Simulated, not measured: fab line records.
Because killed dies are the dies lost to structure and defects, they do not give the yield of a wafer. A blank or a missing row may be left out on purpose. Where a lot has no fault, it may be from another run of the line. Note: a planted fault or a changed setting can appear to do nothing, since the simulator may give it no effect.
Which tool was responsible?	flow sky130	36 wafers from 12 lots sampled at 3 of the route's 708 steps

## WHAT THE GAUGES READ, wafer by wafer
SKY_VT_ADJUST_HVTR_TW_MEAS_11. Usual: VT_ADJUST_HVTR_TW typically reads 209.4, with standard deviation 2.6.
lot	measured	on	VT_ADJUST_HVTR_TW	flag
L639	day 9 21:44	film-metro-01	209.1 208.6 209.1	
L641	day 10 19:29	film-metro-01	205.9 207.2 207.3	
L643	day 11 10:38	film-metro-02	213.9 213.5 213.1	
L644	day 11 14:14	film-metro-01	207.9 207.4 206.5	
L646	day 11 20:33	film-metro-01	206.2 207.1 207.5	
L645	day 11 22:52	film-metro-01	207.3 206.6 206.3	
L647	day 12 03:35	film-metro-04	209.1 209.6 209.8	
L656	day 15 03:44	film-metro-01	197.3 196.7 197.1	OFF
L657	day 15 08:10	film-metro-01	196.6 197.4 197.9	OFF
L658	day 15 15:30	film-metro-02	212.6 214.5 212.7	
L660	day 16 08:37	film-metro-01	209.2 208.1 209.1	
L661	day 16 12:51	film-metro-04	208.4 208.0 209.1	

SKY_LI_CONTACT_THK_MEAS_23: measures by xrf. Usual: LI_CONTACT_W_THK typically reads 395 nm, with standard deviation 7.4.
lot	measured	on	LI_CONTACT_W_THK (nm)	flag
L639	day 29 20:29	film-metro-02	399 400 389	
L641	day 31 00:09	film-metro-02	385 395 380	
L643	day 31 09:58	film-metro-03	400 402 396	
L644	day 31 08:49	film-metro-03	397 393 399	
L646	day 31 20:51	film-metro-03	403 397 390	
L645	day 31 19:03	film-metro-01	383 387 378	
L647	day 32 08:04	film-metro-03	405 401 404	
L656	day 35 04:05	film-metro-01	389 391	
L657	day 35 11:01	film-metro-03	410 411 413	
L658	day 35 11:04	film-metro-02	396 401 394	
L660	day 36 06:58	film-metro-01	382 383 382	
L661	day 36 08:41	film-metro-03	399 399 400	

## EACH LOT AND THE TOOL THAT RAN IT (in order: tool; ch and the chambers of the sampled wafers; start)
lot	SKY_VT_ADJUST_HVTR_IMPLANT_09
L639	implanter-03 ch 0, day 9 21:29
L641	implanter-01 ch 0, day 10 19:16
L643	implanter-02 ch 0, day 11 10:25
L644	implanter-01 ch 0, day 11 13:59
L646	implanter-01 ch 0, day 11 20:19
L645	implanter-03 ch 0, day 11 22:38
L647	implanter-01 ch 0, day 12 03:23
L656	implanter-01 ch 0, day 15 03:20
L657	implanter-01 ch 0, day 15 07:50
L658	implanter-03 ch 0, day 15 15:15
L660	implanter-03 ch 0, day 16 08:23
L661	implanter-02 ch 0, day 16 12:36
- SKY_VT_ADJUST_HVTR_IMPLANT_09

## WHAT THE TOOLS THEMSELVES READ (means of the sampled wafers that have a number; where no wafer has one, the mark that the record gives instead)
SKY_VT_ADJUST_HVTR_IMPLANT_09. Usual: beam-on-s 9.98 s, standard deviation 0.2; faraday-current-uA 11.86, standard deviation 0.24.
lot	tool	beam-on-s (s)	faraday-current-uA	flag
L639	implanter-03	9.90	12.02	
L641	implanter-01	9.92	11.92	
L643	implanter-02	9.90	11.98	
L644	implanter-01	10.04	11.84	
L646	implanter-01	10.04	11.77	
L645	implanter-03	9.88	12.00	
L647	implanter-01	10.15	11.66	
L656	implanter-01	8.50	13.92	OFF
L657	implanter-01	8.22	14.39	OFF
L658	implanter-03	10.17	11.64	
L660	implanter-03	10.10	11.71	
L661	implanter-02	9.90	11.94	

## THE ANSWER, worked out from the rows above alone
Rule: a lot counts as off when the mean over its wafers that have a number is more than 3 standard deviations away from the usual mean. Also off: a lot with no number at a reading for which 4 or more lots have one. All remaining lots with rows at the step are treated as sound. First the gauges in route order, then the tools' own readings, where a lot's mean is used as printed above. The first step at which some lot is off is used, and at that step the reading that is off furthest; a lot without a number counts as furthest.
Off: at SKY_VT_ADJUST_HVTR_TW_MEAS_11 (VT_ADJUST_HVTR_TW), L656, L657.
If a tool, at a process step before that reading, ran all the lots that are off and no sound lot after the first of them, it fits. The gauges at SKY_VT_ADJUST_HVTR_TW_MEAS_11 aren't tried: what is off there is off at SKY_VT_ADJUST_HVTR_IMPLANT_09 too, on other tools, and a gauge's error can't cause that. One fits: SKY_VT_ADJUST_HVTR_IMPLANT_09 on implanter-01. Its last sound lot is L647 (day 12 03:23), its first lot that is off L656 (day 15 03:20): a fault that began between those two fits.
The tool's own readings at SKY_VT_ADJUST_HVTR_IMPLANT_09 bear it out: on the lots that are off they differ by more than 5 times the standard deviation of the sound lots' means. beam-on-s reads 8.36 s there against 10.00 s on the sound lots; faraday-current-uA reads 14.16 there against 11.85 on the sound lots.

## WHAT WAS PUT IN BY THE SIMULATOR
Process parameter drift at SKY_VT_ADJUST_HVTR_IMPLANT_09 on implanter-01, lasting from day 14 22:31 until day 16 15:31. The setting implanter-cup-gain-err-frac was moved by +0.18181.
Struck lots among those shown: L656, L657. The same result came from the rule above.
